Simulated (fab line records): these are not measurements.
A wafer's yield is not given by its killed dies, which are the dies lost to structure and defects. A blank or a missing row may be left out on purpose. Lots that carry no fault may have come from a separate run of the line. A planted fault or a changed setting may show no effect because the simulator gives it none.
A lot that was struck, set against a sound lot	flow sfq line	13 steps out of a route of 325
Sound: these wafers, L547.3, L547.5, L547.6. Struck: wafer L556.5 (left out: L556.1, L556.2 of the same lot, which were not struck); the cause appears at the end.
At each step with rows: each side's tool, then ch and its chambers, then its first start. Under that, the readings that differ: sound wafers	struck wafers	difference of the means	sigmas: that difference in standard deviations of wafers without a fault.
alike: same words and numbers on both sides, and readings whose means sit less than 2 such deviations apart. not compared: any withheld reading, any reading some wafer has no value for, any bound like >300 that may hide the same value, and any number with overlapping values for which the record gives no deviation.
Wherever a step has rows on one side only, a row that says differs or no value, or a row with sigmas, the two part there. When numbers do not overlap yet have no deviation, they are printed without sigmas and do not part them. Lack of a reading on every wafer of one side parts them only where that side has two or more wafers.

first, 1 step without rows for these wafers: SFQ_TRILAYER_M4_DEP_PRE_CLEAN_092 (time 22.5 s).
SFQ_TRILAYER_M4_DEP_SPUTTER_091: material Nb, target thk 200 nm, time 133.3 s.
  sound on pvd sputter-06, day 47 23:29; struck on pvd sputter-05, day 52 06:20
  alike: throttle valve pct
SFQ_M4_RS_MEAS_924: measures by four-point-probe.
  sound on film metro-04, day 47 23:37; struck on film metro-01, day 52 06:26
  alike: M4_NB_RS
then, 6 steps without rows for these wafers: SFQ_TRILAYER_M4_LITHO_COAT_098 (resist thk 62 nm); SFQ_TRILAYER_M4_LITHO_COAT_093 (resist thk 600 nm); SFQ_TRILAYER_M4_LITHO_SOFTBAKE_097; SFQ_TRILAYER_M4_LITHO_EXPOSE_094 (exposes mask M4, target cd 500 nm); SFQ_TRILAYER_M4_LITHO_PEB_096 (peb time 60 s); SFQ_TRILAYER_M4_LITHO_DEVELOP_095 (time 60 s).
-- the record jumps here: 6 days lie between the struck wafers' starts before and after --
SFQ_M4_OVL_MEAS_926:
  sound on overlay-01, day 48 02:01; struck on overlay-01, day 57 23:21
  alike: M4_OVL
SFQ_TRILAYER_M4_BARC_OPEN_METAL_ETCH_123: etches BARC in O2, target depth 125 nm, time 41.7 s.
  sound on rie metal-01 ch 0,1, day 48 02:04; struck on rie metal-04 ch 0, day 57 23:23
reading	sound	struck	difference	sigmas
drypump motor current A (A)	5.4 5.4 5.6	6.5	+1.0	+2
  alike: oes product au
  not compared: rf hours counter h
SFQ_TRILAYER_M4_ETCH_METAL_ETCH_096: etches Nb in Cl2/Ar, stops on SiO2, target depth 240 nm, time 120 s.
  sound on rie metal-01 ch 0,1, day 48 02:08; struck on rie metal-04 ch 0, day 57 23:26
reading	sound	struck	difference	sigmas
drypump motor current A (A)	5.4 5.4 5.6	6.5	+1.0	+2
model.KrF_of_TRILAYER_M4_LITHO_COAT_093.thk nm (nm)	384.3 387 384.1	297.8	-87.3	
model.SiO2_of_TRILAYER_I3_DEP_PECVD_081.thk nm (nm)	190.8 191.2 191.8	179	-12	
model.M4.feature depth nm (nm)	196.1 194.1 194.8	213.5	+18.5	
  alike: oes product au
  not compared: rf hours counter h
SFQ_TRILAYER_M4_STRIP_STRIP_097: strips in O2.
  sound on rie metal-01 ch 0,1, day 48 02:26; struck on rie metal-04 ch 0, day 57 23:34
reading	sound	struck	difference	sigmas
drypump motor current A (A)	5.4 5.4 5.6	6.4	+0.9	+2
oes product au (a.u.)	0.985 0.987 0.986	1.010	+0.024	+3
  not compared: rf hours counter h

## WHERE THEY PART
First at SFQ_TRILAYER_M4_BARC_OPEN_METAL_ETCH_123; last, within this record, at SFQ_TRILAYER_M4_STRIP_STRIP_097.

WHY: the cause the simulator had injected
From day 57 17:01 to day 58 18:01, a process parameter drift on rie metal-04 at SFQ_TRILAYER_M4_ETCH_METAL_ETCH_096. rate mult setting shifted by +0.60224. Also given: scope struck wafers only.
